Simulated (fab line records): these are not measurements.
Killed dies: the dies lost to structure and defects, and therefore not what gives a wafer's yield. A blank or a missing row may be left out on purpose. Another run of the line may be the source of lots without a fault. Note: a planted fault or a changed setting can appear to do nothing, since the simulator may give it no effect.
Problem report, 8D (eight disciplines) form, completed by code | flow sky130 | the parts of the form that need people (team, actions taken, sign-off) are left out

1. THE PROBLEM
Across 6 wafers from 2 lots, PWDE_RS at SKY_NWELL_RS_MEAS_31 averages 5007 ohm/sq, while fault-free wafers read 5283 ohm/sq with a standard deviation of 20. That is -14 standard deviations from the usual mean.
The step: measures by four-point-probe.
First seen on wafer L437.3, day 8 21:41, on film_metro-01. The record holds 33 wafers of 11 lots with a number at this step. The rule behind "out" and "out of limits": a value lying over 4 standard deviations away from the usual mean. Any other wafer with a number is counted as sound.

2. WHAT IT IS; WHAT IT IS NOT
question                    | is                           | is not
which readings at this step | PWDE_RS                      | -
which lots                  | L437, L438                   | L425, L426, L428, L429, L434, L436, L442, L445, L446
which wafers of those lots  | all that have a number       | -
read on which gauges        | film_metro-01, film_metro-02 | film_metro-04
when                        | from day 8 21:41             | up to then (18 sound wafers); but 9 sound wafers of L442, L445, L446 came after

3. THE SUSPECTS, EACH WITH WHAT RULES IT OUT
Counting: a tool at any process step up to the reading remains a suspect when it ran all the lots that are out and ran no sound lot after the first of those.
- the gauge at SKY_NWELL_RS_MEAS_31 has been ruled out. The wafers that are out were read on 2 gauges (film_metro-01, film_metro-02).
- implanter-03 at SKY_PWDE_IMPLANT_08: kept. All lots that are out passed through it, beginning with L437 at day 7 04:17, and no sound lot followed; its final sound lot before that point was L436 at day 6 16:26. Its own dose_ions_cm2 readings are out on those wafers.
- plasma_asher-01 at SKY_PWDE_STRIP_09 (strips in O2/N2): ruled out as a lasting fault. The sound lots L446 went through it after L437, its earliest lot that is out (day 7 04:26).
- rtp_anneal-02 at SKY_NWELL_RTA_28 (time 30 s): ruled out as a lasting fault. The sound lots L445 went through it after L437, its earliest lot that is out (day 8 21:20).
After counting, what remains is implanter-03 at SKY_PWDE_IMPLANT_08.

4. THE CAUSE (what the simulator had put in)
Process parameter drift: implanter-03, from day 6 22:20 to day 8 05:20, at SKY_PWDE_IMPLANT_08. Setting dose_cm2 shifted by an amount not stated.
This tool alone remained once counting was done.

5. THE CHAIN OF EFFECTS, in route order
One row per reading whose mean, taken over the struck wafers that have a number, lies over 3 standard deviations from the usual. Readings are gone through only where the record gives a usual standard deviation; hours: the median, over the lots, of the time from a lot's start at the first step in this table giving one to that lot's start at this step; sigmas: the change measured in usual standard deviations.
hours | step                 | reading            | usual       | on struck wafers | change   | sigmas
0     | SKY_PWDE_IMPLANT_08  | dose_ions_cm2      | 3.6e+12     | 3.9e+12          | +2.5e+11 | +68
0     | SKY_PWDE_IMPLANT_08  | faraday_current_uA | 20.3        | 21.6             | +1.3     | +3.6
42    | SKY_NWELL_RS_MEAS_31 | PWDE_RS            | 5283 ohm/sq | 5007             | -276     | -14
Process steps it contains:
- SKY_PWDE_IMPLANT_08
Later steps that measure or inspect, where all struck wafers having a row at the step show a number for every such reading and not one has moved that far: SKY_VT_ADJUST_LVTN_OVL_MEAS_18.

6. WHAT WOULD HAVE CAUGHT IT SOONER
Counted from the fault's start at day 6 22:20, it took 47 hours until the first out-of-limits reading at a measuring or inspecting step in this record, taken at day 8 21:41.
The tool's own readings at SKY_PWDE_IMPLANT_08 were out on every struck wafer that the step has a row for (dose_ions_cm2): an alarm limit on them would have fired on the first of those.
The start of SKY_PWDE_IMPLANT_08 on implanter-03 came by day 8 21:41 for every one of the lots that are out (2). Tool hold at that time: it would have spared none of them.
